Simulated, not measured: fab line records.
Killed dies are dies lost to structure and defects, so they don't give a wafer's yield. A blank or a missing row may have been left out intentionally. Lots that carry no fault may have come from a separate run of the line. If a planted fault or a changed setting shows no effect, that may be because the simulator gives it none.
A lot that was struck, set against a sound lot | flow sky130 | 28 steps out of a route of 708
Sound: the wafers L524.3, L524.4, L524.6. Wafers L509.1, L509.2, L509.4 were the ones struck. The cause is named last.
Each step with rows lists, per side, the tool, then ch with its chambers, then its first start. Under that, the readings that differ: sound wafers | struck wafers | difference of the means | sigmas: that difference in standard deviations of wafers without a fault.
alike: a reading whose means differ by less than 2 such deviations, as well as words and numbers matching on both sides. not compared: withheld readings; readings where some wafer has no value; bounds like >300 that might hide an equal value; numbers whose values overlap and for which the record gives no deviation.
Wherever a step has rows on one side only, a row that says differs or no value, or a row with sigmas, the two part there. Numbers that don't overlap but have no deviation are shown without sigmas and don't part them. A reading missing from all wafers of one side parts the sides only when that side holds two or more wafers.

first, 5 steps without rows for these wafers: SKY_SONOS_ONO_COAT_08 (resist thk 1140 nm); SKY_SONOS_ONO_SOFTBAKE_09 (time 60 s); SKY_SONOS_ONO_EXPOSE_10 (exposes mask ONOM, target cd 410 nm); SKY_SONOS_ONO_PEB_11; SKY_SONOS_ONO_DEVELOP_12 (develop time 60 s).
SKY_SONOS_ONO_CD_MEAS_13: the cd target is 410 nm.
  sound on cd_sem-02 at day 19 10:58; struck on cd_sem-02 at day 14 03:49
  alike: cd_nm
SKY_SONOS_ONO_OVL_MEAS_14:
  sound on overlay-02 at day 19 11:04; struck on overlay-01 at day 14 03:56
  alike: SONOS_ONO_OVL
SKY_SONOS_ONO_ETCH_15: etches the open film in CHF3/O2, target depth 19.52 nm, time 7.8 s.
  sound on rie_diel-04 ch 1,2,3, day 19 11:05; struck on rie_diel-04 ch 1,2,3, day 14 03:58
  alike: drypump_motor_current_A, oes_product_au, throttle_valve_pct
  not compared: rf_hours_counter_h
then, 1 step without rows for these wafers: SKY_SONOS_ONO_WET_ETCH_16 (etches SiO2 in dHF, target depth 14 nm, time 280 s).
SKY_SONOS_ONO_STRIP_17: strips in O2/N2.
  sound on plasma_asher-02 ch 0,1, day 19 11:14; struck on plasma_asher-03 ch 0,1, day 14 04:05
  alike: drypump_motor_current_A, oes_product_au, strip_time_to_endpoint_s
  not compared: rf_hours_counter_h
then, 2 steps without rows for these wafers: SKY_SONOS_ONO_WET_ETCH_18 (etches Si3N4 in H3PO4, target depth 15 nm, time 172 s); SKY_GATE_OXIDE_CLEAN_00 (cleans in SC1/SC2, time 150 s).
SKY_GATE_OXIDE_OXIDATION_01: stabilise 600 s, purge 300 s, target thk 10.268 nm.
  sound on furnace-02 ch 0, day 19 12:39; struck on furnace-02 ch 0, day 14 07:25
  reading                                           | sound             | struck            | difference | sigmas
  model.SiO2_of_GATE_OXIDE_OXIDATION_01.thk_nm (nm) | 10.29 10.38 10.34 | 12.55 12.83 12.56 | +2.31      |
  alike: ox_temp_c_max, spike_tc_lower_C, tube_center_temp_C, zone_power_lower_pct
SKY_GATE_OXIDE_THK_MEAS_02:
  sound on film_metro-01 at day 19 14:05; struck on film_metro-04 at day 14 09:04
  reading                          | sound             | struck            | difference | sigmas
  GATE_OXIDE_OXIDATION_00_THK (nm) | 10.27 10.43 10.30 | 12.57 12.81 12.48 | +2.29      | +11
  not compared: hold
then, 6 steps without rows for these wafers: SKY_GATE_OXIDE_HMDS_04 (prime time 60 s); SKY_GATE_OXIDE_COAT_05 (resist thk 1140 nm); SKY_GATE_OXIDE_SOFTBAKE_06 (time 60 s); SKY_GATE_OXIDE_EXPOSE_07 (exposes mask LVOM, target cd 600 nm); SKY_GATE_OXIDE_PEB_08; SKY_GATE_OXIDE_DEVELOP_09 (develop time 60 s).
SKY_GATE_OXIDE_OVL_MEAS_10:
  sound on overlay-02 at day 20 20:32; struck on overlay-02 at day 15 11:16
  alike: GATE_OXIDE_OVL
then, 2 steps without rows for these wafers: SKY_GATE_OXIDE_IMPLANT_11; SKY_GATE_OXIDE_WET_ETCH_12 (etches SiO2 in dHF, target depth 16.8 nm, time 336 s).
SKY_GATE_OXIDE_STRIP_13: strips in O2/N2.
  sound on plasma_asher-03 ch 0,1, day 20 20:52; struck on plasma_asher-01 ch 0,1, day 15 11:33
  alike: drypump_motor_current_A, oes_product_au, strip_time_to_endpoint_s
  not compared: rf_hours_counter_h
SKY_GATE_OXIDE_TW_MEAS_14:
  sound on film_metro-02 at day 20 20:58; struck on film_metro-02 at day 15 11:53
  alike: GATE_OXIDE_TW
  not compared: hold
SKY_GATE_OXIDE_OXIDATION_16: stabilise 600 s, purge 300 s, target thk 3.57 nm.
  sound on furnace-02 ch 0, day 20 21:04; struck on furnace-01 ch 0, day 15 15:21
  reading                                           | sound             | struck            | difference | sigmas
  zone_power_lower_pct (%)                          | 12.4 12.1 12.3    | 13.0 13.1 13.0    | +0.8       | +2
  model.SiO2_of_GATE_OXIDE_OXIDATION_01.thk_nm (nm) | 11.66 11.74 11.68 | 13.74 13.99 13.76 | +2.14      |
  alike: ox_temp_c_max, spike_tc_lower_C, tube_center_temp_C
then, 1 step without rows for these wafers: SKY_POLY_GATE_CVD_00 (deposits poly-Si, target thk 180 nm, time 720 s).
-- the record jumps here: 31 days lie between the struck wafers' starts before and after (it left off in module POLY_GATE and takes up again in module PAD_OPEN, whose first step shown is number 708 of the route) --
SKY_PAD_OPEN_PROBE_99:
  sound on prober-02 at day 50 03:42; struck on prober-02 at day 46 22:57
  reading                                | sound                         | struck                        | difference | sigmas
  model.etest.nfet_16v.r_on_ohm_um       | 1.407e+04 1.434e+04 1.417e+04 | 1.584e+04 1.609e+04 1.583e+04 | +1.727e+03 |
  model.etest.tip_sonos.rs_ohm_sq        | 2652 2676 2652                | 3156 3285 3261                | +574       |
  model.etest.pfet_g5v0d10v5.r_on_ohm_um | 4670 4866 4802                | 5187 5194 5198                | +414       |
  model.etest.nfet_g5v0d10v5.r_on_ohm_um | 1874 1920 1885                | 2099 2118 2110                | +216       |
  model.etest.nfet_g5v0d10v5.drive_ua_um | 612.4 593 603.4               | 514.5 501.1 510               | -94.4      |
  model.etest.nfet_05v0_nvt.drive_ua_um  | 576.7 567.9 570.9             | 491.6 483.8 495               | -81.7      |
  model.etest.pfet_g5v0d10v5.drive_ua_um | 345.1 336.8 341.2             | 307.1 304.1 303.2             | -36.2      |
  model.etest.nfet_16v.drive_ua_um       | 222.5 218 220.7               | 181.8 176.8 182.5             | -40.0      |

## WHERE THEY PART
First at SKY_GATE_OXIDE_THK_MEAS_02; last, within this record, at SKY_GATE_OXIDE_OXIDATION_16.

WHY: what had been put in by the simulator
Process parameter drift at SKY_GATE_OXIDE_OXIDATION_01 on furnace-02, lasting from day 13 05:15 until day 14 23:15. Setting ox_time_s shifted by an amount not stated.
